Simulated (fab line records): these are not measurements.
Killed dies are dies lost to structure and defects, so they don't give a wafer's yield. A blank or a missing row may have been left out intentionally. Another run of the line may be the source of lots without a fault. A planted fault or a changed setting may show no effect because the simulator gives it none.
fab line records	flow sky130
record lots=6	wafers=18	last_day=50
route steps=708 shown LI_CONTACT@370 PAD_OPEN@708
lots that met no fault: from a run of the same line without faults
start_h: the number of hours between the record's first day and the start of the first shown wafer of the lot	wait_h: time in hours since the lot's previous step	" the same as in the row above	L1.1+2: several wafers, shown together as one row	- either no value or no given start	* or withheld: withheld	< > ~ a bound
route shown NAME@n: names a module that has steps shown in the file, with the first one's number in the route	usual: average and standard deviation across the fault-free wafers	same: alike in all rows	chamber/n: place in a boat	sites: each site's reading	_std_site: standard deviation of those values	_edge_site: mean of outer sites minus mean of inner sites	radius_mm: how far each site lies from the wafer's centre	mask NAME#n: copy n	behind: the most recent tool/chamber to have shaped the wafer	hold: why the lot went on hold/how many hours it stayed there/how the hold came to an end	device: the n, p or np transistor that did not switch	end of line: tests of these same wafers at the route's end	a step given without rows: its recipe and nothing more	killed: not the wafer's yield, but the dies lost to structure and defects at the first sort	map: per-die view of a wafer (x killed, . not killed, _ where there is no die)
set.NAME: the setting as run; set.NAME@STEP: as run at that earlier step	model.NAME: the simulator's own value behind a step, which no gauge read
lots seen at some steps along the route; tables by step, rows by wafer
services: the hour from which a tool's chamber was out of use, counted from the record's first day as start_h (under 0 if before that day), plus the number of hours and why
## steps
# step SKY_LI_CONTACT_SOFTBAKE_08
# recipe temp_c=101.2	time_s=90	resist=KrF-thick
# step SKY_LI_CONTACT_EXPOSE_09
# recipe mask_id=LICM1	na=0.8	source_shape=annular	sigma_inner=0.55	sigma_outer=0.85	target_cd_nm=170	dose_mj=38
# step SKY_LI_CONTACT_PEB_10
# recipe peb_temp_c=withheld	peb_time_s=withheld	resist=KrF-thick
# step SKY_LI_CONTACT_DEVELOP_11
# recipe develop_time_s=60	resist=KrF-thick	dev_temp_c=21
# step SKY_LI_CONTACT_CD_MEAS_12
# recipe target_cd_nm=170
# usual cd_nm=169.6/1.5
lot.wafer	tool	chamber	start_h	wait_h	cd_nm
L451.1	cd_sem-02	-	696.55	-	167.4
L451.2	"	-	"	"	167.1
L451.6	"	-	"	"	167.2
L454.1	cd_sem-01	-	739.58	-	169.1
L454.2	"	-	"	"	168.4
L454.5	"	-	"	"	168.1
L461.3	cd_sem-01	-	763.82	-	170.6
L461.4	"	-	"	"	170.0
L461.5	"	-	"	"	169.1
L463.2	cd_sem-01	-	784.31	-	170.3
L463.3	"	-	"	"	169.9
L463.4	"	-	"	"	170.4
L467.1	cd_sem-01	-	809.24	-	166.8
L467.2	"	-	"	"	168.2
L467.6	"	-	"	"	168.3
L471.2	cd_sem-01	-	843.52	-	171.2
L471.3	"	-	"	"	171.4
L471.5	"	-	"	"	173.3
# step SKY_LI_CONTACT_OVL_MEAS_13
# usual LI_CONTACT_OVL=1/5.4
lot.wafer	tool	chamber	start_h	wait_h	LI_CONTACT_OVL[nm]
L451.1	overlay-02	-	696.67	0.1	-4
L451.2	"	-	"	"	-1
L451.6	"	-	"	"	-1
L454.1	overlay-01	-	739.70	0.1	3
L454.2	"	-	"	"	-3
L454.5	"	-	"	"	4
L461.3	overlay-02	-	763.91	0.1	-2
L461.4	"	-	"	"	-7
L461.5	"	-	"	"	2
L463.2	overlay-02	-	784.41	0.1	-4
L463.3	"	-	"	"	7
L463.4	"	-	"	"	-2
L467.1	overlay-01	-	809.36	0.1	7
L467.2	"	-	"	"	4
L467.6	"	-	"	"	1
L471.2	overlay-02	-	843.62	0.1	-1
L471.3	"	-	"	"	5
L471.5	"	-	"	"	-3
# step SKY_LI_CONTACT_ETCH_14
# recipe chemistry=N2/H2	target=BARC	ion_energy_ev=200	source_w=500	bias_w=100	pressure_mtorr=30	n2_flow_sccm=100	h2_flow_sccm=200	stop_on=SiO2	time_s=45.9	target_depth_a=600
# usual drypump_motor_current_A=5.8/0.44	oes_product_au=0.855/0.0047	throttle_valve_pct=13.226/0.0093
lot.wafer	tool	chamber	start_h	wait_h	drypump_motor_current_A	oes_product_au	rf_hours_counter_h	throttle_valve_pct
L451.1	rie_diel-01	0	696.70	0.0	4.9	0.859	18	13.222
L451.2	"	2	"	"	5.7	0.859	1	13.220
L451.6	"	2	"	"	5.7	0.856	-	13.231
L454.1	rie_diel-02	3	739.74	0.0	6.1	0.859	34	13.226
L454.2	"	0	"	"	6.1	0.853	1	13.212
L454.5	"	0	"	"	6.1	0.849	-	13.234
L461.3	rie_diel-01	1	763.93	0.0	5.8	0.856	7	13.215
L461.4	"	3	"	"	6.1	0.855	4	13.230
L461.5	"	3	"	"	6.0	0.857	-	13.230
L463.2	rie_diel-02	1	784.44	0.0	6.3	0.855	7	13.237
L463.3	"	3	"	"	6.1	0.851	35	13.243
L463.4	"	2	"	"	5.6	0.852	11	13.236
L467.1	rie_diel-01	3	809.39	0.0	6.1	0.858	5	13.227
L467.2	"	0	"	"	5.0	0.844	20	13.221
L467.6	"	3	"	"	6.0	0.852	-	13.228
L471.2	rie_diel-02	0	843.65	0.0	6.2	0.852	5	13.241
L471.3	"	3	"	"	6.1	0.861	0	13.206
L471.5	"	1	"	"	6.3	0.851	-	13.226
# step SKY_LI_CONTACT_ETCH_15
# recipe target=PSG	chemistry=C4F8/O2/Ar	stop_on=Si	taper_deg=4.15	mask_material=KrF-thick	source_w=1500	bias_w=1200	pressure_mtorr=40	c4f8_flow_sccm=withheld	O2_flow_sccm=6	Ar_flow_sccm=300	time_s=withheld	target_depth_a=6000
# usual oes_product_au=0.837/0.0043
lot.wafer	tool	chamber	start_h	wait_h	oes_product_au
L451.1	rie_diel-01	0	696.74	0.0	0.840
L451.2	"	2	"	"	0.834
L451.6	"	2	"	"	0.833
L454.1	rie_diel-02	3	739.78	0.0	0.836
L454.2	"	0	"	"	0.832
L454.5	"	0	"	"	0.835
L461.3	rie_diel-01	1	763.98	0.0	0.836
L461.4	"	3	"	"	0.837
L461.5	"	3	"	"	0.840
L463.2	rie_diel-02	1	784.48	0.0	0.835
L463.3	"	3	"	"	0.831
L463.4	"	2	"	"	0.842
L467.1	rie_diel-01	3	809.43	0.0	0.837
L467.2	"	0	"	"	0.837
L467.6	"	3	"	"	0.841
L471.2	rie_diel-02	0	843.69	0.0	0.838
L471.3	"	3	"	"	0.840
L471.5	"	1	"	"	0.841
# step SKY_LI_CONTACT_STRIP_16
# recipe chemistry=O2/N2	power_w=1400	pressure_mtorr=1500	platen_temp_c=withheld	o2_flow_sccm=3000	n2_flow_sccm=300	overash_fraction=0.5
# usual drypump_motor_current_A=5.7/0.53	oes_product_au=0.375/0.0048	strip_time_to_endpoint_s=3.489/0.026
lot.wafer	tool	chamber	start_h	wait_h	drypump_motor_current_A	oes_product_au	rf_hours_counter_h	strip_time_to_endpoint_s
L451.1	plasma_asher-03	1	696.83	-	5.8	0.380	89	3.511
L451.2	"	0	"	"	6.2	0.373	89	3.516
L451.6	"	1	"	"	5.8	0.375	-	3.504
L454.1	plasma_asher-04	0	739.91	-	6.3	0.366	59	3.504
L454.2	"	1	"	"	4.8	0.381	59	3.497
L454.5	"	0	"	"	6.3	0.369	-	3.502
L461.3	plasma_asher-02	0	764.09	-	5.1	0.382	-	3.520
L461.4	"	1	"	"	5.9	0.377	-	3.489
L461.5	"	1	"	"	5.9	0.379	-	3.512
L463.2	plasma_asher-03	1	784.57	-	5.8	0.381	98	3.423
L463.3	"	1	"	"	5.8	0.372	-	3.451
L463.4	"	0	"	"	6.2	0.369	-	3.445
L467.1	plasma_asher-02	0	809.52	-	5.1	0.369	7	3.440
L467.2	"	1	"	"	5.8	0.373	7	3.473
L467.6	"	0	"	"	5.1	0.373	-	3.450
L471.2	plasma_asher-03	1	843.78	-	5.8	0.368	104	3.500
L471.3	"	0	"	"	6.2	0.374	-	3.519
L471.5	"	1	"	"	5.8	0.368	-	3.502
# step SKY_LI_CONTACT_CLEAN_17
# recipe chemistry=NMP	time_s=600	temp_c=60	dry=n2_spin
# step SKY_LI_CONTACT_PRE_CLEAN_18
# recipe gas=Ar	time_s=5.6	bias_v=358
# step SKY_LI_CONTACT_SPUTTER_19
# recipe material=Ti	target_thk_nm=20	chamber_pressure_pa=5	power_w=2500	substrate_temp_c=200	time_s=106.37
# usual throttle_valve_pct=30.2/0.71
lot.wafer	tool	chamber	start_h	wait_h	throttle_valve_pct
L451.1	pvd_sputter-01	-	697.12	0.0	28.5
L451.2	"	-	"	"	29.8
L451.6	"	-	"	"	29.9
L454.1	pvd_sputter-04	-	740.20	0.0	29.7
L454.2	"	-	"	"	29.9
L454.5	"	-	"	"	30.6
L461.3	pvd_sputter-04	-	764.36	0.0	30.1
L461.4	"	-	"	"	29.6
L461.5	"	-	"	"	30.0
L463.2	pvd_sputter-04	-	784.86	0.0	30.5
L463.3	"	-	"	"	30.0
L463.4	"	-	"	"	29.7
L467.1	pvd_sputter-01	-	809.81	0.0	30.8
L467.2	"	-	"	"	30.0
L467.6	"	-	"	"	29.7
L471.2	pvd_sputter-01	-	844.08	0.0	29.6
L471.3	"	-	"	"	30.8
L471.5	"	-	"	"	31.0
# step SKY_LI_CONTACT_SPUTTER_20
# recipe material=TiN	target_thk_nm=20	chamber_pressure_pa=5	power_w=4000	time_s=80
# usual throttle_valve_pct=30.2/0.71
lot.wafer	tool	chamber	start_h	wait_h	throttle_valve_pct	model.TiN_of_LI_CONTACT_SPUTTER_20.thk_nm
L451.1	pvd_sputter-01	-	697.20	0.0	28.7	20.02
L451.2	"	-	"	"	29.5	20.23
L451.6	"	-	"	"	29.6	20.03
L454.1	pvd_sputter-04	-	740.28	0.0	29.7	20.33
L454.2	"	-	"	"	29.7	20.33
L454.5	"	-	"	"	30.6	20.25
L461.3	pvd_sputter-04	-	764.43	0.0	30.1	19.96
L461.4	"	-	"	"	29.3	19.93
L461.5	"	-	"	"	30.1	9.298
L463.2	pvd_sputter-04	-	784.94	0.0	30.6	20.11
L463.3	"	-	"	"	30.1	9.511
L463.4	"	-	"	"	29.9	20.31
L467.1	pvd_sputter-01	-	809.89	0.0	30.8	19.71
L467.2	"	-	"	"	29.6	19.99
L467.6	"	-	"	"	30.0	19.75
L471.2	pvd_sputter-01	-	844.15	0.0	29.7	20.07
L471.3	"	-	"	"	30.7	20.22
L471.5	"	-	"	"	31.0	20.14
# step SKY_LI_CONTACT_CVD_21
# recipe material=W	target_thk_nm=400	time_s=120.56	temp_c=400	pressure_torr=40
# usual heater_power_w=883/100	susceptor_temp_C=400.00/0.21
lot.wafer	tool	chamber	start_h	wait_h	heater_power_w	susceptor_temp_C
L451.1	cvd_w-01	1	697.26	0.0	837	399.68
L451.2	"	0	"	"	854	399.73
L451.6	"	1	"	"	835	400.08
L454.1	cvd_w-02	1	740.34	0.0	780	399.80
L454.2	"	0	"	"	1048	400.34
L454.5	"	1	"	"	779	399.84
L461.3	cvd_w-02	1	764.53	0.1	765	400.21
L461.4	"	0	"	"	1039	399.99
L461.5	"	1	"	"	782	400.05
L463.2	cvd_w-01	0	785.00	0.0	869	399.93
L463.3	"	0	"	"	878	399.79
L463.4	"	1	"	"	843	399.97
L467.1	cvd_w-01	1	809.95	0.0	840	400.19
L467.2	"	0	"	"	894	400.04
L467.6	"	0	"	"	879	400.00
L471.2	cvd_w-02	0	844.21	0.0	1050	400.01
L471.3	"	1	"	"	793	399.75
L471.5	"	0	"	"	1056	400.34
# step SKY_PAD_OPEN_PROBE_99
# usual killed_at_M0_to_M3=43/7.4	killed_at_M4_up=3.1/1.8	killed_at_contacts=26/5.6	killed_at_front_end=15/4.9	killed_at_other=0.2/0.44	killed_dies=87/10	killed_open=48/7.6	killed_short=39/6.2
# same gross_dies=492	killed_at_back_side=0
lot.wafer	tool	chamber	start_h	wait_h	killed_at_M0_to_M3	killed_at_M4_up	killed_at_contacts	killed_at_front_end	killed_at_other	killed_dies	killed_open	killed_short	model.etest.licon_ndiff.rc_ohm	model.etest.nfet_g5v0d10v5.r_on_ohm_um	model.etest.licon_pdiff.rc_ohm	model.etest.nfet_01v8.r_on_ohm_um	model.etest.sonos_uncharged.r_on_ohm_um	model.etest.licon_poly.rc_ohm	model.etest.licon_high_po.rc_ohm	model.etest.diode_ndiff_fingers.leak_log10_a_cm2
L451.1	prober-01	-	1087.01	0.1	42	6	26	19	1	94	54	40	187.9	1912	593.2	861.8	807.9	155.8	358.1	-6.926
L451.2	prober-01	-	1087.06	0.1	54	1	28	15	0	98	55	43	183.2	1896	601.7	864.2	814	152.7	351.3	-6.54
L451.6	prober-01	-	1087.26	0.2	43	3	29	15	1	91	49	42	182.2	1907	579.9	847.4	800.6	148	341.5	-6.814
L454.1	prober-02	-	1121.06	0.1	44	2	28	14	0	88	47	39	180.2	1886	596.4	837.2	792.8	155.4	370.7	-6.638
L454.2	prober-02	-	1121.11	0.1	42	2	21	11	0	76	33	43	187.7	1898	594.4	839.8	808.8	154.9	351.7	-6.845
L454.5	prober-02	-	1121.26	0.2	46	1	27	10	0	84	45	39	183.2	1867	598.5	838.3	794.5	157.1	357.7	-6.694
L461.3	prober-02	-	1141.57	0.2	58	3	32	14	1	108	57	49	180.8	1890	597.1	850.6	831.8	148.5	350.3	-6.506
L461.4	prober-02	-	1141.62	0.2	46	5	33	18	0	102	49	53	181.7	1887	584.1	848.5	834.3	155.6	348.6	-6.836
L461.5	prober-02	-	1141.67	0.2	48	5	32	13	0	98	44	53	275.1	1948	665.4	919.8	882.3	212	410.3	-5.914
L463.2	prober-02	-	1153.12	0.1	34	2	34	15	0	85	49	36	180.6	1899	582.1	830.5	809.5	154.7	338.6	-6.533
L463.3	prober-02	-	1153.17	0.2	26	3	18	13	0	60	32	28	263.4	1974	662.7	891.4	869.8	202.8	382.4	-6.15
L463.4	prober-02	-	1153.22	0.2	40	1	21	21	0	83	45	38	180.5	1894	587.7	836.1	807.8	151.8	344.3	-6.675
L467.1	prober-02	-	1169.16	0.1	45	3	33	14	0	95	59	36	188.7	1876	582.9	856.5	803	152.4	367.8	-6.756
L467.2	prober-02	-	1169.21	0.1	55	2	21	17	0	95	50	45	191.6	1872	590.6	837.3	811.3	155.4	346.3	-6.676
L467.6	prober-02	-	1169.41	0.2	50	4	20	23	0	97	53	44	186.3	1886	599.1	851	816.3	152	354.5	-6.506
L471.2	prober-01	-	1189.49	0.1	36	9	25	9	0	79	41	38	178.4	1897	592.2	828.5	802.2	152.3	351.9	-6.557
L471.3	prober-01	-	1189.54	0.2	43	5	38	16	0	102	49	53	183.7	1894	579.1	837.1	816.6	154.6	354.9	-6.883
L471.5	prober-01	-	1189.64	0.2	46	2	36	14	0	98	64	34	176.4	1868	568.9	839.9	799.4	145.6	353	-6.673
# killed by level:class
L451.1 VIA1:geometric_particle:open=11 CONTACT:geometric_particle:open=10 VIA2:geometric_particle:open=7 LI_CONTACT:geometric_particle:open=6 VIA3:geometric_particle:open=6 FIELD_ISO:geometric_particle:open=5 LOCAL_INTERCONNECT:geometric_particle:short=5 METAL2:geometric_particle:short=5
L451.2 VIA1:geometric_particle:open=11 LI_CONTACT:geometric_particle:open=9 CONTACT:geometric_particle:open=9 VIA3:geometric_particle:open=8 METAL2:geometric_particle:short=7 VIA2:geometric_particle:open=6 POLY_GATE:geometric_particle:short=4 VIA2:geometric_particle:short=4
L451.6 VIA1:geometric_particle:open=11 LI_CONTACT:geometric_particle:open=9 CONTACT:geometric_particle:open=9 POLY_GATE:geometric_particle:short=6 CONTACT:geometric_particle:short=6 METAL1:geometric_particle:short=5 POLY_GATE:geometric_particle:open=4 VIA2:geometric_particle:short=4
L454.1 CONTACT:geometric_particle:open=14 VIA1:geometric_particle:open=9 CONTACT:geometric_particle:short=8 VIA2:geometric_particle:open=7 METAL2:geometric_particle:short=6 FIELD_ISO:geometric_particle:short=5 VIA1:geometric_particle:short=5 METAL1:geometric_particle:short=4
L454.2 VIA1:geometric_particle:open=8 LI_CONTACT:geometric_particle:open=7 METAL1:geometric_particle:short=6 LOCAL_INTERCONNECT:geometric_particle:short=5 METAL3:geometric_particle:short=5 VIA1:geometric_particle:short=4 VIA2:geometric_particle:open=4 FIELD_ISO:geometric_particle:short=3
L454.5 CONTACT:geometric_particle:open=11 VIA1:geometric_particle:open=10 LI_CONTACT:geometric_particle:open=7 VIA3:geometric_particle:open=6 METAL1:geometric_particle:short=6 METAL2:geometric_particle:short=6 LOCAL_INTERCONNECT:geometric_particle:short=5 CONTACT:geometric_particle:short=4
L461.3 VIA1:geometric_particle:open=12 LI_CONTACT:geometric_particle:open=10 VIA3:geometric_particle:open=9 VIA1:geometric_particle:short=8 VIA2:geometric_particle:open=8 METAL1:geometric_particle:short=7 CONTACT:geometric_particle:open=6 CONTACT:geometric_particle:short=6
L461.4 CONTACT:geometric_particle:open=11 VIA1:geometric_particle:open=11 LOCAL_INTERCONNECT:geometric_particle:short=7 VIA2:geometric_particle:open=7 POLY_GATE:geometric_particle:short=6 METAL2:geometric_particle:short=6 METAL1:geometric_particle:short=5 CONTACT:geometric_particle:short=5
L461.5 LOCAL_INTERCONNECT:geometric_particle:short=11 VIA1:geometric_particle:open=10 VIA3:geometric_particle:short=7 VIA3:geometric_particle:open=6 LI_CONTACT:geometric_particle:open=6 METAL1:geometric_particle:short=5 CONTACT:geometric_particle:short=5 CONTACT:geometric_particle:open=5
L463.2 CONTACT:geometric_particle:open=14 VIA1:geometric_particle:open=10 FIELD_ISO:geometric_particle:open=7 CONTACT:geometric_particle:short=7 METAL2:geometric_particle:short=7 LI_CONTACT:geometric_particle:open=6 LOCAL_INTERCONNECT:geometric_particle:short=5 FIELD_ISO:geometric_particle:short=4
L463.3 CONTACT:geometric_particle:open=9 VIA1:geometric_particle:open=7 VIA1:geometric_particle:short=4 FIELD_ISO:geometric_particle:short=3 POLY_GATE:geometric_particle:open=3 SPACER:geometric_particle:open=3 CONTACT:geometric_particle:short=3 VIA2:geometric_particle:open=3
L463.4 CONTACT:geometric_particle:open=8 VIA2:geometric_particle:open=7 LI_CONTACT:geometric_particle:open=6 FIELD_ISO:geometric_particle:open=5 METAL1:geometric_particle:short=5 VIA1:geometric_particle:open=5 METAL2:geometric_particle:short=5 METAL3:geometric_particle:short=5
L467.1 CONTACT:geometric_particle:open=15 VIA2:geometric_particle:open=10 VIA1:geometric_particle:open=8 VIA3:geometric_particle:open=7 LI_CONTACT:geometric_particle:open=6 CONTACT:geometric_particle:short=5 VIA2:geometric_particle:short=5 LOCAL_INTERCONNECT:geometric_particle:short=4
L467.2 VIA1:geometric_particle:open=18 METAL2:geometric_particle:short=8 CONTACT:geometric_particle:short=7 METAL1:geometric_particle:short=7 VIA1:geometric_particle:short=7 CONTACT:geometric_particle:open=6 FIELD_ISO:geometric_particle:short=4 POLY_GATE:geometric_particle:open=4
L467.6 VIA1:geometric_particle:open=15 FIELD_ISO:geometric_particle:open=9 METAL1:geometric_particle:short=7 SPACER:geometric_particle:short=6 CONTACT:geometric_particle:open=6 VIA3:geometric_particle:open=6 LI_CONTACT:geometric_particle:open=5 CONTACT:geometric_particle:short=5
L471.2 METAL2:geometric_particle:short=8 METAL4:geometric_particle:short=8 LI_CONTACT:geometric_particle:open=7 VIA1:geometric_particle:open=7 CONTACT:geometric_particle:open=6 CONTACT:geometric_particle:short=5 VIA3:geometric_particle:open=5 VIA3:geometric_particle:short=4
L471.3 CONTACT:geometric_particle:open=11 LI_CONTACT:geometric_particle:open=9 CONTACT:geometric_particle:short=9 METAL3:geometric_particle:short=6 VIA2:geometric_particle:open=6 POLY_GATE:geometric_particle:short=5 LI_CONTACT:geometric_particle:short=5 METAL1:geometric_particle:short=5
L471.5 LI_CONTACT:geometric_particle:open=13 CONTACT:geometric_particle:open=13 VIA1:geometric_particle:open=9 VIA2:geometric_particle:open=9 VIA1:geometric_particle:short=8 VIA3:geometric_particle:open=7 FIELD_ISO:geometric_particle:open=5 CONTACT:geometric_particle:short=5
## services
tool	chamber	start_h	hours	kind
rie_diel-02	3	675.98	3.8	repair
rie_diel-02	0	683.34	-	clean
rie_diel-02	0	683.34	24.7	scheduled_down
rie_diel-02	0	683.34	24.7	vent_cycle
pvd_sputter-04	2	707.06	-	consumable_replace:kit
pvd_sputter-04	2	707.06	18.0	scheduled_down
pvd_sputter-04	2	707.06	18.0	vent_cycle
cvd_w-01	1	717.69	9.3	repair
rie_diel-01	3	725.02	4.3	repair
cvd_w-02	0	725.14	2.4	repair
pvd_sputter-01	-	728.36	1.1	repair
plasma_asher-02	-	733.75	9.0	pm
plasma_asher-03	-	739.03	3.2	repair
rie_diel-02	-	750.08	0.1	repair
rie_diel-01	3	779.56	9.3	repair
plasma_asher-04	-	790.65	12.4	repair
cvd_w-02	1	807.10	5.2	repair
plasma_asher-04	-	813.94	10.0	pm
rie_diel-02	3	819.24	-	clean
rie_diel-02	3	819.24	23.0	scheduled_down
rie_diel-02	3	819.24	23.0	vent_cycle
pvd_sputter-01	3	832.59	-	consumable_replace:kit
pvd_sputter-01	3	832.59	18.0	scheduled_down
rie_diel-02	-	843.79	0.2	repair
## key
first_sign none at tools or gauges
model_effect step=SKY_LI_CONTACT_SPUTTER_20	value=TiN_of_LI_CONTACT_SPUTTER_20.thk_nm	without=20.11	struck=9.405
model_effect step=SKY_PAD_OPEN_PROBE_99	value=etest.licon_ndiff.rc_ohm	without=183.9	struck=269.2
met_at SKY_LI_CONTACT_SPUTTER_20
struck_wafers L461.5,L463.3
tester_left_out L461,L463
onset_between 740.28 764.43
fault kind=process_parameter_drift	tool=pvd_sputter-04	chamber=-	onset_h=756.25	steps=SKY_LI_CONTACT_SPUTTER_20	channel=target_thk_nm	offset=-10.705	shape=step	end_h=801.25	acts_in=these_recipes_only	stated=20	scope=struck_wafers_only
# tester_left_out: of these lots the tester's yield and bins aren't shown, on N5 and GAA mostly nor the transistor test; their killed dies are dies lost to structure and defects alone, not to doping, threshold or leakage, so they don't give the yield
